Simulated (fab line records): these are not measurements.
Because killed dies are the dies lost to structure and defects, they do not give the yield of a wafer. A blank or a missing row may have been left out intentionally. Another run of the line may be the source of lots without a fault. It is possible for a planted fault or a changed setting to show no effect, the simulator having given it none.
Struck lot and sound lot, side by side    flow sky130    15 out of 708 route steps
Sound: wafers L243.3, L243.5, L243.6. Struck: wafers L246.2, L246.5, L246.6. Last of all comes the cause.
For every step that has rows: the tool of each side, followed by ch and its chambers, followed by its first start. Under that, the readings that differ: sound wafers    struck wafers    difference of the means    sigmas: that difference in standard deviations of wafers without a fault.
alike: readings with means less than 2 such deviations apart, plus words and numbers identical on both sides. not compared: withheld readings, readings lacking a value on some wafer, bounds such as >300 that could conceal the same value, and numbers that have no deviation in the record and whose values overlap.
The two part at a step that has a row with sigmas, a row that says differs or no value, or rows on one side only. Non-overlapping numbers with no deviation appear without sigmas and do not part them. A reading missing from all wafers of one side parts the sides only when that side holds two or more wafers.

SKY_VT_ADJUST_PCH_STRIP_09: strips in O2/N2.
  sound on plasma_asher-04 ch 0,1, day 11 10:13; struck on plasma_asher-02 ch 0,1, day 12 05:59
  alike: drypump_motor_current_A, oes_product_au, strip_time_to_endpoint_s
  not compared: rf_hours_counter_h
SKY_VT_ADJUST_PCH_TW_MEAS_10:
  sound: film_metro-04 at day 11 10:18; struck: film_metro-02 at day 12 06:05
  alike: VT_ADJUST_PCH_TW
then, 7 steps without rows for these wafers: SKY_SONOS_TUNNEL_DEHYDRATE_00 (time 60 s); SKY_SONOS_TUNNEL_HMDS_01 (prime time 60 s); SKY_SONOS_TUNNEL_COAT_02 (resist thk 1140 nm); SKY_SONOS_TUNNEL_SOFTBAKE_03 (time 60 s); SKY_SONOS_TUNNEL_EXPOSE_04 (exposes mask TUNM, target cd 410 nm); SKY_SONOS_TUNNEL_PEB_05; SKY_SONOS_TUNNEL_DEVELOP_06 (develop time 60 s).
SKY_SONOS_TUNNEL_CD_MEAS_07: the cd target is 410 nm.
  sound: cd_sem-02 at day 12 10:08; struck: cd_sem-02 at day 13 06:50
  alike: cd_nm
SKY_SONOS_TUNNEL_OVL_MEAS_08:
  sound: overlay-01 at day 12 10:13; struck: overlay-01 at day 13 06:56
reading                sound           struck        difference  sigmas
SONOS_TUNNEL_OVL (nm)  -1.2 -3.1 -1.7  1.2 -0.4 1.6  +2.8        +2
then, 1 step without rows for these wafers: SKY_SONOS_TUNNEL_IMPLANT_09.
SKY_SONOS_TUNNEL_WET_ETCH_10: etches SiO2 in dHF, target depth 14 nm, time 280 s.
  sound on wet_bench-01 ch 0, day 12 10:23; struck on wet_bench-01 ch 3, day 13 07:07
  no value came back on the struck wafers for bath_heat_duty_pct (%), run_length_s (s); on the sound wafers bath_heat_duty_pct (%) reads 8.1 9.7 9.1
then, 1 step without rows for these wafers: SKY_SONOS_TUNNEL_STRIP_11 (strips in SPM, time 600 s).
-- here the record skips 34 days between the struck wafers' starts before and after, leaving off in module SONOS_TUNNEL and picking up in module PAD_OPEN (first step shown: number 708 of the route) --
SKY_PAD_OPEN_PROBE_99:
  sound: prober-02 at day 46 17:26; struck: prober-01 at day 47 18:59
reading              sound     struck       difference  sigmas
killed_at_front_end  20 14 10  425 430 419  +410        +99 or more
killed_dies          84 88 67  492 492 492  +412        +47
killed_on_rim        19 17 18  96 96 96     +78         +21
  alike: killed_at_M0_to_M3, killed_at_M4_up, killed_at_contacts, killed_open, killed_short

WHERE THEY PART
Earliest at SKY_SONOS_TUNNEL_OVL_MEAS_08; latest, in this record, at SKY_PAD_OPEN_PROBE_99.

WHY: the cause the simulator had injected
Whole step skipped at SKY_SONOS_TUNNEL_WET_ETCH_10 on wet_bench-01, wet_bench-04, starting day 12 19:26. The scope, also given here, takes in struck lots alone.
